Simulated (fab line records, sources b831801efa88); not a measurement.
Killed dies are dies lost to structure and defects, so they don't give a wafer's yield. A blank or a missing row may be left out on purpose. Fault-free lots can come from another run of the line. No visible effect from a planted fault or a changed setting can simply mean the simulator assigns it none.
A struck lot beside a sound one	flow sky130	32 out of 708 route steps
Sound: these wafers, L229.2, L229.3, L229.5. Struck: wafer L238.3 (L238.2, L238.5, from the same lot, were not struck and are left out); the cause is given at the end.
Order at every step that has rows: each side's tool, ch and its chambers, its first start. Under that, the readings that differ: sound wafers	struck wafers	difference of the means	sigmas: that difference in standard deviations of wafers without a fault.
alike: same words and numbers on both sides, and readings whose means sit less than 2 such deviations apart. not compared: any withheld reading, any reading some wafer has no value for, any bound like >300 that may hide the same value, and any number with overlapping values for which the record gives no deviation.
Wherever a step has rows on one side only, a row that says differs or no value, or a row with sigmas, the two part there. Numbers that have no deviation but don't overlap get no sigmas and don't part them. A reading that every wafer of one side lacks parts them only if that side has two wafers or more.

first, 10 steps without rows for these wafers: SKY_LI_CONTACT_EXPOSE_09 (exposes mask LICM1, target cd 170 nm); SKY_LI_CONTACT_PEB_10; SKY_LI_CONTACT_DEVELOP_11 (develop time 60 s); SKY_LI_CONTACT_ETCH_14 (etches BARC in N2/H2, stops on SiO2, time 45.9 s, target depth 60 nm); SKY_LI_CONTACT_ETCH_15 (etches PSG in C4F8/O2/Ar, stops on Si, target depth 600 nm); SKY_LI_CONTACT_STRIP_16 (strips in O2/N2); SKY_LI_CONTACT_CLEAN_17 (cleans in NMP, time 600 s); SKY_LI_CONTACT_PRE_CLEAN_18 (time 5.6 s); SKY_LI_CONTACT_SPUTTER_19 (material Ti, target thk 20 nm, time 106.37 s); SKY_LI_CONTACT_SPUTTER_20 (material TiN, target thk 20 nm, time 80 s).
SKY_LI_CONTACT_CVD_21: deposits W, target thk 400 nm, time 120.56 s.
  sound on cvd-w-01 ch 0,1, day 30 23:22; struck on cvd-w-02 ch 1, day 34 00:37
  alike: heater-power-w
then, 20 steps without rows for these wafers: SKY_LI_CONTACT_CMP_24 (polishes, stops on PSG, t overpolish 20 s, target thk 0 nm); SKY_LOCAL_INTERCONNECT_SPUTTER_00 (material TiN, target thk 100 nm, time 83.3 s); SKY_LOCAL_INTERCONNECT_DEHYDRATE_03 (time 60 s); SKY_LOCAL_INTERCONNECT_HMDS_04 (prime time 60 s); SKY_LOCAL_INTERCONNECT_COAT_05 (resist thk 60 nm); SKY_LOCAL_INTERCONNECT_COAT_06 (resist thk 450 nm); SKY_LOCAL_INTERCONNECT_SOFTBAKE_07 (time 90 s); SKY_LOCAL_INTERCONNECT_EXPOSE_08 (exposes mask LI1M, target cd 170 nm); SKY_LOCAL_INTERCONNECT_PEB_09; SKY_LOCAL_INTERCONNECT_DEVELOP_10 (develop time 60 s); SKY_LOCAL_INTERCONNECT_ETCH_13 (etches BARC in N2/H2, stops on SiO2, time 45.9 s, target depth 60 nm); SKY_LOCAL_INTERCONNECT_METAL_ETCH_14 (etches TiN in Cl2/BCl3, stops on PSG, target depth 110 nm, time 31.4 s); SKY_LOCAL_INTERCONNECT_STRIP_15 (strips in O2/N2); SKY_LOCAL_INTERCONNECT_STRIP_16 (strips in post etch residue remover, time 1200 s); SKY_LOCAL_INTERCONNECT_CLEAN_17 (cleans in IPA, time 180 s); SKY_LOCAL_INTERCONNECT_CLEAN_18 (cleans in O3/DIW); SKY_CONTACT_CVD_00 (deposits Si3N4, target thk 75 nm); SKY_CONTACT_HDPCVD_02 (deposits SiO2, target thk 565 nm, time 94.2 s); SKY_CONTACT_CMP_04 (polishes SiO2); SKY_CONTACT_DEHYDRATE_06 (time 60 s).
-- the record jumps here: 15 days lie between the struck wafers' starts before and after (it left off in module CONTACT and takes up again in module PAD_OPEN, whose first step shown is number 708 of the route) --
SKY_PAD_OPEN_PROBE_99:
  sound: prober-01 at day 47 01:40; struck: prober-02 at day 49 10:32
reading	sound	struck	difference	sigmas
killed_at_M4_up	6 3 8	2	-4	-2
killed-at-contacts	28 23 20	50	+26	+5
  alike: killed_at_M0_to_M3, killed-at-front-end, killed-at-other, killed-dies, killed-open, killed-short

## WHERE THEY PART
Only at SKY_PAD_OPEN_PROBE_99, within this record.

WHY: what the simulator had put in
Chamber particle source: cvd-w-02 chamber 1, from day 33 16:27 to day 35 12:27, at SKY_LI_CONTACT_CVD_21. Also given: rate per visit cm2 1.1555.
